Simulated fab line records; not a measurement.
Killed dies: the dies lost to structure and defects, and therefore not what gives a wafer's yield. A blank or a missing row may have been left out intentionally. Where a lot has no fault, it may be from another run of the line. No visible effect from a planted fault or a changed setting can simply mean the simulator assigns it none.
Matching of chambers | flow sky130 | SKY_CONTACT_CMP_04 on cmp-02: 4 sister chambers
The step polishes SiO2. 8 wafers are shown with their chamber, then 9 later ones without.

WAFERS WITH THEIR CHAMBER
wafer  | chamber | motor current A (A) | time to endpoint s (s)
L862.4 | 2       | 10.5                | 83
L876.1 | 3       | 11.9                | 85
L878.1 | 1       | 11.1                | 80
L878.3 | 0       | 11.1                | 82
L878.5 | 0       | 11.0                | 79
L879.1 | 3       | 12.5                | 82
L879.2 | 2       | 10.2                | 79
L879.4 | 1       | 11.7                | 79

WAFERS MISSING THEIR CHAMBER
wafer  | motor current A (A) | time to endpoint s (s)
L880.1 | 10.8                | 82
L880.3 | 11.4                | 83
L880.6 | 11.2                | 78
L883.4 | 10.8                | 82
L883.5 | 11.1                | 80
L883.6 | 10.9                | 81
L882.1 | 11.4                | 84
L882.5 | 11.0                | 78
L882.6 | 11.2                | 83

WHICH CHAMBER EACH ONE RAN IN
wafer  | from the rows above               | in truth
L880.1 | can't be placed: 0 or 2 or 1      | 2
L880.3 | can't be placed: 0 or 1 or 3 or 2 | 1
L880.6 | can't be placed: 1 or 0           | 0
L883.4 | can't be placed: 0 or 2 or 1      | 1
L883.5 | can't be placed: 0 or 1           | 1
L883.6 | can't be placed: 0 or 2 or 1      | 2
L882.1 | can't be placed: 0 or 1 or 3 or 2 | 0
L882.5 | can't be placed: 0 or 1 or 2      | 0
L882.6 | can't be placed: 0 or 1 or 2 or 3 | 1
Placed correctly: 0 of 9. These rows do not allow placing 9 (true chamber among the candidates in 9). 0 placed wrongly.
How it was worked out, from the rows above alone: a wafer's distance from a chamber is the root of the sum, over the readings, of the square of ((its reading less the chamber's mean) divided by the reading's scatter). The wafer belongs to the nearest chamber; if the next one is less than 2 further off, it can't be placed. The mean given for a chamber averages the wafers shown for that chamber. The scatter is the square root of a quotient: the sum, over the shown wafers, of each reading's squared deviation from its chamber's mean, divided by wafers minus chambers.
